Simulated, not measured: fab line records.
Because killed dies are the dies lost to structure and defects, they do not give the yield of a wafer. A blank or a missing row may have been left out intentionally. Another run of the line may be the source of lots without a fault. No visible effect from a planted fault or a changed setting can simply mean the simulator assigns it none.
Problem report in the 8D (eight disciplines) form, filled by code :: flow sky130 :: the parts of the form that need people (team, actions taken, sign-off) are left out

1. THE PROBLEM
Mean of dose ions cm2 at SKY_LDD_N_IMPLANT_10: 8.348e+13 across 6 wafers in 2 lots; on wafers with no fault it is 7.497e+13 (standard deviation 8.8e+10). That is +97 standard deviations from the usual mean.
First observed at day 22 00:15: wafer L713.3, on implanter-01. At this step, 39 wafers from 13 lots have a number in the record. By rule, "out" or "out of limits" means more than 4 standard deviations away from the usual mean. The other wafers with a number count as sound.

2. WHAT IT IS; WHAT IT IS NOT
question: which readings at this step
is: dose ions cm2
is not: beam energy keV

question: which lots
is: L713, L714
is not: L703, L704, L705, L708, L710, L711, L712, L722, L723, L725, L726

question: which wafers of those lots
is: all that have a number
is not: -

question: read on which tools
is: implanter-01
is not: implanter-03, implanter-04

question: when
is: from day 22 00:15
is not: up to then (21 sound wafers); but 12 sound wafers of L722, L723, L725, L726 came after

3. THE SUSPECTS, EACH WITH WHAT RULES IT OUT
Counting: a tool at a process step up to the reading stays a suspect if it ran every lot that is out and no sound lot after the first of them.
- implanter-01 at SKY_LDD_N_IMPLANT_10: ruled out as a lasting fault. After its first lot that is out, L713 (day 22 00:15), sound lots L726 ran on it.
Left after counting: nothing in the record.

4. THE CAUSE (what the simulator had put in)
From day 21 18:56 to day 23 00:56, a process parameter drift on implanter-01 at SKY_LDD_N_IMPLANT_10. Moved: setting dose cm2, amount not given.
Counting ruled it out, wrongly.

5. THE CHAIN OF EFFECTS, in route order
Rows list readings where the struck wafers' mean (over those with a number) sits beyond 3 standard deviations from the usual. Readings are gone through only where the record gives a usual standard deviation; hours: the median, over the lots, of the time from a lot's start at the first step in this table giving one to that lot's start at this step; sigmas: the change measured in usual standard deviations.
hours: 0
step: SKY_LDD_N_IMPLANT_10
reading: dose ions cm2
usual: 7.497e+13
on struck wafers: 8.348e+13
change: +8.512e+12
sigmas: +97

hours: 0
step: SKY_LDD_N_IMPLANT_10
reading: faraday current uA
usual: 423
on struck wafers: 468
change: +45
sigmas: +5.0
Process steps it contains:
- SKY_LDD_N_IMPLANT_10

6. HOW IT WOULD HAVE BEEN CAUGHT EARLIER
The fault began at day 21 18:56; the first out-of-limits reading in this record came at day 22 00:15, 5 hours later.
